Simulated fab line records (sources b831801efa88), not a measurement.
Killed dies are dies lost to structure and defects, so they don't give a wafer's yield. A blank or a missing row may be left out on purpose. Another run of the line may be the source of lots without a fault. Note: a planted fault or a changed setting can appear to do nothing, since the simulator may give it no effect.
Chamber matching || flow sky130 || SKY_VIA3_ETCH_14 on rie_diel-03 has 4 sister chambers
The step etches BARC in N2/H2, stops on SiO2, time 45.9 s, target depth 60 nm. 18 wafers are shown with their chamber, then 9 later ones without.

WAFERS WITH THEIR CHAMBER
{"wafer": "L074.1", "chamber": 0, "drypump_motor_current_A (A)": 5.9, "oes_product_au (a.u.)": 0.860, "rf_fwd_power_W (W)": 497.9}
{"wafer": "L074.2", "chamber": 3, "drypump_motor_current_A (A)": 5.4, "oes_product_au (a.u.)": 0.856, "rf_fwd_power_W (W)": 495.8}
{"wafer": "L074.5", "chamber": 3, "drypump_motor_current_A (A)": 5.4, "oes_product_au (a.u.)": 0.855, "rf_fwd_power_W (W)": 496.9}
{"wafer": "L081.4", "chamber": 2, "drypump_motor_current_A (A)": 5.9, "oes_product_au (a.u.)": 0.855, "rf_fwd_power_W (W)": 494.0}
{"wafer": "L081.5", "chamber": 2, "drypump_motor_current_A (A)": 5.9, "oes_product_au (a.u.)": 0.850, "rf_fwd_power_W (W)": 494.4}
{"wafer": "L081.6", "chamber": 1, "drypump_motor_current_A (A)": 4.9, "oes_product_au (a.u.)": 0.843, "rf_fwd_power_W (W)": 493.6}
{"wafer": "L083.2", "chamber": 1, "drypump_motor_current_A (A)": 4.9, "oes_product_au (a.u.)": 0.847, "rf_fwd_power_W (W)": 493.7}
{"wafer": "L083.3", "chamber": 2, "drypump_motor_current_A (A)": 5.9, "oes_product_au (a.u.)": 0.852, "rf_fwd_power_W (W)": 493.9}
{"wafer": "L083.5", "chamber": 0, "drypump_motor_current_A (A)": 5.9, "oes_product_au (a.u.)": 0.852, "rf_fwd_power_W (W)": 494.5}
{"wafer": "L084.2", "chamber": 0, "drypump_motor_current_A (A)": 5.9, "oes_product_au (a.u.)": 0.856, "rf_fwd_power_W (W)": 492.4}
{"wafer": "L084.4", "chamber": 1, "drypump_motor_current_A (A)": 5.0, "oes_product_au (a.u.)": 0.853, "rf_fwd_power_W (W)": 494.4}
{"wafer": "L084.6", "chamber": 3, "drypump_motor_current_A (A)": 5.5, "oes_product_au (a.u.)": 0.854, "rf_fwd_power_W (W)": 496.1}
{"wafer": "L085.3", "chamber": 0, "drypump_motor_current_A (A)": 5.9, "oes_product_au (a.u.)": 0.852, "rf_fwd_power_W (W)": 494.7}
{"wafer": "L085.4", "chamber": 1, "drypump_motor_current_A (A)": 5.0, "oes_product_au (a.u.)": 0.853, "rf_fwd_power_W (W)": 495.9}
{"wafer": "L085.6", "chamber": 3, "drypump_motor_current_A (A)": 5.4, "oes_product_au (a.u.)": 0.852, "rf_fwd_power_W (W)": 496.9}
{"wafer": "L088.1", "chamber": 0, "drypump_motor_current_A (A)": 6.0, "oes_product_au (a.u.)": 0.854, "rf_fwd_power_W (W)": 496.6}
{"wafer": "L088.3", "chamber": 3, "drypump_motor_current_A (A)": 5.5, "oes_product_au (a.u.)": 0.858, "rf_fwd_power_W (W)": 493.5}
{"wafer": "L088.4", "chamber": 1, "drypump_motor_current_A (A)": 4.9, "oes_product_au (a.u.)": 0.855, "rf_fwd_power_W (W)": 493.8}

SIGNATURES (averages over the wafers above)
{"reading": "drypump_motor_current_A", "chamber 0": 5.920, "chamber 1": 4.940, "chamber 2": 5.900, "chamber 3": 5.440, "scatter within a chamber": 0.0478}
{"reading": "oes_product_au", "chamber 0": 0.85480, "chamber 1": 0.85020, "chamber 2": 0.85233, "chamber 3": 0.85500, "scatter within a chamber": 0.00357}
{"reading": "rf_fwd_power_W", "chamber 0": 495.220, "chamber 1": 494.280, "chamber 2": 494.100, "chamber 3": 495.840, "scatter within a chamber": 1.45}
Rule: a wafer lies at a distance from a chamber equal to the root of the sum of squares, over the readings, of (its reading less the chamber's mean, divided by the reading's scatter). The wafer belongs to the nearest chamber; if the next one is less than 2 further off, it can't be placed. The scatter is the square root of a quotient: the sum, over the shown wafers, of each reading's squared deviation from its chamber's mean, divided by wafers minus chambers.

WAFERS WITH NO CHAMBER GIVEN
{"wafer": "L092.1", "drypump_motor_current_A (A)": 5.5, "oes_product_au (a.u.)": 0.858, "rf_fwd_power_W (W)": 497.8}
{"wafer": "L092.4", "drypump_motor_current_A (A)": 6.0, "oes_product_au (a.u.)": 0.852, "rf_fwd_power_W (W)": 495.7}
{"wafer": "L092.5", "drypump_motor_current_A (A)": 5.5, "oes_product_au (a.u.)": 0.861, "rf_fwd_power_W (W)": 500.7}
{"wafer": "L093.1", "drypump_motor_current_A (A)": 5.9, "oes_product_au (a.u.)": 0.853, "rf_fwd_power_W (W)": 493.3}
{"wafer": "L093.2", "drypump_motor_current_A (A)": 5.0, "oes_product_au (a.u.)": 0.853, "rf_fwd_power_W (W)": 496.8}
{"wafer": "L093.4", "drypump_motor_current_A (A)": 5.9, "oes_product_au (a.u.)": 0.854, "rf_fwd_power_W (W)": 497.2}
{"wafer": "L097.1", "drypump_motor_current_A (A)": 5.5, "oes_product_au (a.u.)": 0.860, "rf_fwd_power_W (W)": 495.8}
{"wafer": "L097.4", "drypump_motor_current_A (A)": 5.9, "oes_product_au (a.u.)": 0.849, "rf_fwd_power_W (W)": 495.0}
{"wafer": "L097.6", "drypump_motor_current_A (A)": 4.9, "oes_product_au (a.u.)": 0.856, "rf_fwd_power_W (W)": 493.1}

THE CHAMBER EACH PASSED THROUGH
{"wafer": "L092.1", "from the rows above": 3, "in truth": 3}
{"wafer": "L092.4", "from the rows above": "can't be placed: 0 or 2", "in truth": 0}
{"wafer": "L092.5", "from the rows above": 3, "in truth": 3}
{"wafer": "L093.1", "from the rows above": "can't be placed: 2 or 0", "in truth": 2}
{"wafer": "L093.2", "from the rows above": 1, "in truth": 1}
{"wafer": "L093.4", "from the rows above": "can't be placed: 0 or 2", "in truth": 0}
{"wafer": "L097.1", "from the rows above": 3, "in truth": 3}
{"wafer": "L097.4", "from the rows above": "can't be placed: 2 or 0", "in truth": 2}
{"wafer": "L097.6", "from the rows above": 1, "in truth": 1}
Correctly placed: 5 of 9. Not placeable from these rows: 4 (in 4, the candidates include the true chamber). Number placed wrongly: 0.
